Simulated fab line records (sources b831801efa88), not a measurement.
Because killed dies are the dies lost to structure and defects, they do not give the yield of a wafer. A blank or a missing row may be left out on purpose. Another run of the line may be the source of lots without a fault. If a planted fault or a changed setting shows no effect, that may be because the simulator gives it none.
One fault seen from 2 desks ; flow sky130 ; every desk sees just its own numbers, and what lay behind them comes last

== TOOL OWNER'S DESK, lithoTrack-02 ==
At SKY_RES_PROTECT_SOFTBAKE_03 (time 60 s), the tool's own readings, given per lot that ran on this tool as the mean of the sampled wafers with a number. A lot is out of limits, marked OUT, if its mean lies more than 4 standard deviations from the usual mean; the brackets give that distance.
Columns: A = heaterPowerTotalW at SKY_RES_PROTECT_SOFTBAKE_03, usual 56.59 W; B = runLengthS at SKY_RES_PROTECT_SOFTBAKE_03, usual 89.26 s
lot;first seen here;A;B
L159;day 14 11:37;56.58;89.16
L164;day 17 08:40;56.60;89.09
L169;day 18 00:30;56.58;89.23
L170;day 18 18:31;66.97 (+99 or more) OUT;65.42 (-99 or more) OUT
L171;day 18 21:45;66.99 (+99 or more) OUT;65.46 (-99 or more) OUT
L181;day 22 20:33;56.55;89.14
This desk's finding: out of limits on L170, L171; first on L170, day 18 18:31 (heaterPowerTotalW at SKY_RES_PROTECT_SOFTBAKE_03). L159, L164, L169, L181 stayed within limits.

== FROM THE METROLOGY DESK ==
Means of the sampled wafers that have a number, per lot and without regard to the tool the lot ran on: this is what the gauges read. A lot is out of limits, marked OUT, if its mean lies more than 4 standard deviations from the usual mean; the brackets give that distance.
Columns: A = SONOS_ONO_OXIDATION_THK at SKY_SONOS_ONO_THK_MEAS_01, usual 2.60 nm
lot;first seen here;A
L159;day 11 11:01;2.65
L161;day 12 00:31;2.56
L164;day 14 04:02;2.59
L167;day 14 08:19;2.58
L169;day 14 18:40;2.73
L170;day 15 10:03;2.67
L171;day 15 11:52;2.63
L178;day 18 18:10;2.57
L179;day 19 02:29;2.58
L180;day 19 06:52;2.58
L181;day 19 06:53;2.56
L182;day 19 12:10;2.59
This desk found nothing out of limits on any of the 12 lots.

== TAKEN TOGETHER ==
The tool owner's desk could have raised an alarm at day 18 18:31, on L170, L171.
Nothing out of limits was seen by the metrology desk.
The metrology desk holds a record of L170, L171, inside its limits.
All the named lots went through SKY_RES_PROTECT_SOFTBAKE_03 on lithoTrack-02.

== WHAT THE SIMULATOR HAD INSERTED ==
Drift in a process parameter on lithoTrack-02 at SKY_RES_PROTECT_SOFTBAKE_03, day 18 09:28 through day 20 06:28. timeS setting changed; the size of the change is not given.
Struck lots among those shown: L170, L171.
How many hours passed from the start of the fault until each desk's first out-of-limits reading: the tool owner's desk, 9.
